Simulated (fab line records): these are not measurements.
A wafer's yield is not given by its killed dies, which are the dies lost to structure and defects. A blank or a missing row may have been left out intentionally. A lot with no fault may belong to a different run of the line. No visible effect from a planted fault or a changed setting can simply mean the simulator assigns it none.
Matching of chambers || flow gf180mcu || GF_V2_ETCH_17 on rieDiel-02: 4 sister chambers
The step etches SiO2 in C4F8/O2/Ar, stops on TiN, target depth 630 nm. 4 wafers are shown with their chamber, then 8 later ones without.

WAFERS, EACH WITH ITS CHAMBER
{"wafer": "L221.3", "chamber": 2, "oesProductAu (a.u.)": 0.852}
{"wafer": "L220.1", "chamber": 3, "oesProductAu (a.u.)": 0.852}
{"wafer": "L220.3", "chamber": 1, "oesProductAu (a.u.)": 0.856}
{"wafer": "L222.2", "chamber": 0, "oesProductAu (a.u.)": 0.852}

WAFERS WHOSE CHAMBER IS MISSING
{"wafer": "L222.3", "oesProductAu (a.u.)": 0.853}
{"wafer": "L222.5", "oesProductAu (a.u.)": 0.850}
{"wafer": "L230.2", "oesProductAu (a.u.)": 0.853}
{"wafer": "L230.4", "oesProductAu (a.u.)": 0.858}
{"wafer": "L230.6", "oesProductAu (a.u.)": 0.863}
{"wafer": "L231.2", "oesProductAu (a.u.)": 0.850}
{"wafer": "L231.4", "oesProductAu (a.u.)": 0.852}
{"wafer": "L231.6", "oesProductAu (a.u.)": 0.848}

CHAMBER TAKEN BY EACH
{"wafer": "L222.3", "from the rows above": "can't be placed: 0 or 2 or 3 or 1", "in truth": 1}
{"wafer": "L222.5", "from the rows above": "can't be placed: 0 or 2 or 3 or 1", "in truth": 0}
{"wafer": "L230.2", "from the rows above": "can't be placed: 0 or 2 or 3 or 1", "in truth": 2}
{"wafer": "L230.4", "from the rows above": "can't be placed: 1 or 0 or 2 or 3", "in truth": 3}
{"wafer": "L230.6", "from the rows above": "can't be placed: 1 or 0 or 2 or 3", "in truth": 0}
{"wafer": "L231.2", "from the rows above": "can't be placed: 0 or 2 or 3 or 1", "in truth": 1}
{"wafer": "L231.4", "from the rows above": "can't be placed: 0 or 2 or 3 or 1", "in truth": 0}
{"wafer": "L231.6", "from the rows above": "can't be placed: 0 or 2 or 3 or 1", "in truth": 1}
0 of 8 placed correctly. Cannot be placed on the basis of these rows: 8; the candidates contain the true chamber in 8. Placed wrongly: 0.
How it was worked out, from the rows above alone: a wafer's distance from a chamber is the root of the sum, over the readings, of the square of ((its reading less the chamber's mean) divided by the reading's scatter). The wafer belongs to the nearest chamber; if the next one is less than 2 further off, it can't be placed. A chamber's mean is the mean of its shown wafers. The scatter (one wafer shown for each chamber): square how far every hidden wafer sits from the nearest shown wafer, average those squares and take the square root.
